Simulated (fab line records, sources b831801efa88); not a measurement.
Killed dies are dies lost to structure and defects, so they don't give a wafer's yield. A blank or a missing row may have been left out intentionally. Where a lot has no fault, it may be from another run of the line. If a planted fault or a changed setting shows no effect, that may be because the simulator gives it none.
Problem report, 8D (eight disciplines) form, completed by code | flow sky130 | the parts of the form that need people (team, actions taken, sign-off) are left out

== 1. WHAT WENT WRONG ==
At SKY_LDD_LDN_IMPLANT_11, beamEnergyKeV averages 16.146 over 6 wafers from 2 lots, while fault-free wafers read 14.999, standard deviation 0.0044. That is +99 or more standard deviations from the usual mean.
The first sign was on wafer L603.2 at day 25 21:30, on implanter-01. Wafers with a number at this step in the record: 39, from 13 lots. Rule for "out", or "out of limits": more than 4 standard deviations from the usual mean. Any other wafer with a number is counted as sound.

== 2. WHAT THIS IS AND IS NOT ==
question                    | is                     | is not
which readings at this step | beamEnergyKeV          | doseIonsCm2
which lots                  | L603, L604             | L596, L597, L599, L601, L602, L610, L612, L613, L614, L615, L616
which wafers of those lots  | all that have a number | -
read on which tools         | implanter-01           | implanter-03, implanter-04
when                        | from day 25 21:30      | up to then (12 sound wafers); but 21 sound wafers of L602, L610, L612, L613, L614, L615, L616 came after

== 3. WHAT RULES OUT EACH SUSPECT ==
Counting: a tool stays on the suspect list if, at a process step up to the reading, it processed all lots that are out and no sound lot following the first of them.
- implanter-01 at SKY_LDD_LDN_IMPLANT_11: ruled out as a lasting fault. Sound lots L612, L613, L615 ran on it after its first lot that is out, L603 (day 25 21:30).
Left after counting: nothing in the record.

== 4. THE CAUSE (what the simulator had put in) ==
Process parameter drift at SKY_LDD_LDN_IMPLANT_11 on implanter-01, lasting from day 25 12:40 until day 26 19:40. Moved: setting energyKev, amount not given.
Counting ruled it out, wrongly.

== 5. THE EFFECT CHAIN, in route order ==
Rows list readings where the struck wafers' mean (over those with a number) sits beyond 3 standard deviations from the usual. Only readings for which the record gives a usual standard deviation are gone through. hours: the time from each lot's start at the first step in this table that gives one to its start at this step, as a median over the lots. sigmas: the change in usual standard deviations.
hours | step                   | reading       | usual  | on struck wafers | change | sigmas
0     | SKY_LDD_LDN_IMPLANT_11 | beamEnergyKeV | 14.999 | 16.146           | +1.147 | +99 or more
The process steps in it:
- SKY_LDD_LDN_IMPLANT_11
At these later measuring or inspecting steps, every struck wafer for which the step has a row has a number for every such reading, and none has moved that far: SKY_SD_P_OVL_MEAS_08.

== 6. HOW IT WOULD HAVE BEEN CAUGHT EARLIER ==
9 hours passed between the start of the fault at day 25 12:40 and the first reading out of limits in this record, taken at day 25 21:30.
